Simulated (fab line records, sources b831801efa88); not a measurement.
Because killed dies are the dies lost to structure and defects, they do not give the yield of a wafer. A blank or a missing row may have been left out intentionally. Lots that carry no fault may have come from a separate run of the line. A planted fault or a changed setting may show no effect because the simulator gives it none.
Which of the tools did it?	flow gf180mcu	Sampling: 12 lots, 36 wafers, 3 of 602 route steps

## WHAT EACH GAUGE READ, for each wafer
GF_STI_THK_MEAS_24. Usual: for STI_CVD_23_THK the level is 651 nm and the standard deviation is 8.6.
lot	measured	on	STI_CVD_23_THK (nm)	flag
L255	day 2 09:20	film metro-01	660 650 653	
L256	day 2 14:26	film metro-02	652 650 646	
L257	day 2 18:51	film metro-04	647 640 652	
L259	day 3 06:11	film metro-01	665 653 657	
L261	day 3 16:52	film metro-04	653 665 643	
L262	day 3 22:59	film metro-04	659 666 659	
L265	day 4 11:59	film metro-04	643 636 644	
L266	day 4 17:29	film metro-04	642 656 656	
L271	day 5 18:49	film metro-04	662 652 650	
L272	day 6 00:47	film metro-02	645 641 638	
L273	day 6 04:50	film metro-01	648 641 658	
L274	day 6 10:35	film metro-02	649 646 647	

GF_VT_IMPLANT_TW_MEAS_10. Usual: for VT_IMPLANT_TW the level is 565 and the standard deviation is 9.
lot	measured	on	VT_IMPLANT_TW	flag
L255	day 6 00:13	film metro-03	575 573 572	
L256	day 6 03:16	film metro-03	576 569 572	
L257	day 6 08:11	film metro-04	558 556 554	
L259	day 6 22:32	film metro-03	573 573 574	
L261	day 7 10:51	film metro-02	569 568 567	
L262	day 7 16:59	film metro-03	569 564 568	
L265	day 8 10:49	film metro-04	553 552 554	
L266	day 8 18:35	film metro-04	551 554 552	
L271	day 10 00:55	film metro-03	505 504 509	OFF
L272	day 10 05:04	film metro-03	573 571 570	
L273	day 10 11:32	film metro-02	505 504 506	OFF
L274	day 10 17:20	film metro-03	575 575 574	

## EACH LOT AND THE TOOL THAT RAN IT (in order: tool; ch and the chambers of the sampled wafers; start)
lot	GF_VT_IMPLANT_IMPLANT_08
L255	implanter-04 ch 0, day 5 23:58
L256	implanter-03 ch 0, day 6 03:01
L257	implanter-03 ch 0, day 6 07:58
L259	implanter-01 ch 0, day 6 22:17
L261	implanter-03 ch 0, day 7 10:37
L262	implanter-03 ch 0, day 7 16:46
L265	implanter-03 ch 0, day 8 10:34
L266	implanter-01 ch 0, day 8 18:22
L271	implanter-03 ch 0, day 10 00:40
L272	implanter-04 ch 0, day 10 04:50
L273	implanter-03 ch 0, day 10 11:19
L274	implanter-04 ch 0, day 10 17:05
- GF_VT_IMPLANT_IMPLANT_08

## AS READ BY THE TOOLS THEMSELVES (means over the sampled wafers that have a number; for cases with no such wafer, the mark the record gives instead)
GF_VT_IMPLANT_IMPLANT_08. Usual: dose ions cm2 8.291e+12, standard deviation 1e+10; faraday current uA 46.8, standard deviation 0.83.
lot	tool	dose ions cm2	faraday current uA	flag
L255	implanter-04	8.284e+12	46.2	
L256	implanter-03	8.287e+12	46.5	
L257	implanter-03	8.298e+12	46.9	
L259	implanter-01	8.288e+12	46.9	
L261	implanter-03	8.304e+12	47.1	
L262	implanter-03	8.285e+12	46.8	
L265	implanter-03	8.297e+12	47.5	
L266	implanter-01	8.277e+12	46.6	
L271	implanter-03	5.552e+12	31.5	OFF
L272	implanter-04	8.300e+12	46.6	
L273	implanter-03	5.544e+12	31.1	OFF
L274	implanter-04	8.274e+12	45.9	

## THE ANSWER, worked out from the rows above alone
Rule: a lot is off if the mean of its wafers that have a number lies more than 3 standard deviations from the usual mean. A lot without any number at a reading at which 4 lots or more have one is off too. All remaining lots with rows at the step are treated as sound. Order of review: gauges by route order, followed by the tools' own readings, for which a lot's mean as printed above is used. At the first step where some lot is off, the reading lying furthest off is the one used; lots without a number count as furthest.
Off: L271, L273, at GF_VT_IMPLANT_TW_MEAS_10 (VT_IMPLANT_TW).
A tool fits if, at a process step before that reading, it ran every lot that is off, and no sound lot after the first of them. The gauges at GF_VT_IMPLANT_TW_MEAS_10 aren't tried: what is off there is off at GF_VT_IMPLANT_IMPLANT_08 too, on other tools, and a gauge's error can't cause that. One candidate fits, namely implanter-03 at GF_VT_IMPLANT_IMPLANT_08. A fault onset in the window from L265 (day 8 10:34, its last sound lot) to L271 (day 10 00:40, its first lot off) fits.
The tool's own readings at GF_VT_IMPLANT_IMPLANT_08 bear it out: on the lots that are off they differ by more than 5 times the standard deviation of the sound lots' means. dose ions cm2 reads 5.548e+12 there against 8.289e+12 on the sound lots; faraday current uA reads 31.3 there against 46.7 on the sound lots.

## WHAT THE SIMULATOR HAD PUT IN
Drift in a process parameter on implanter-03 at GF_VT_IMPLANT_IMPLANT_08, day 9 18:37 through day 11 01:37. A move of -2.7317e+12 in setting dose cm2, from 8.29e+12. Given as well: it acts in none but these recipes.
Lots struck among those shown: L271, L273. The rule given above showed the same thing.
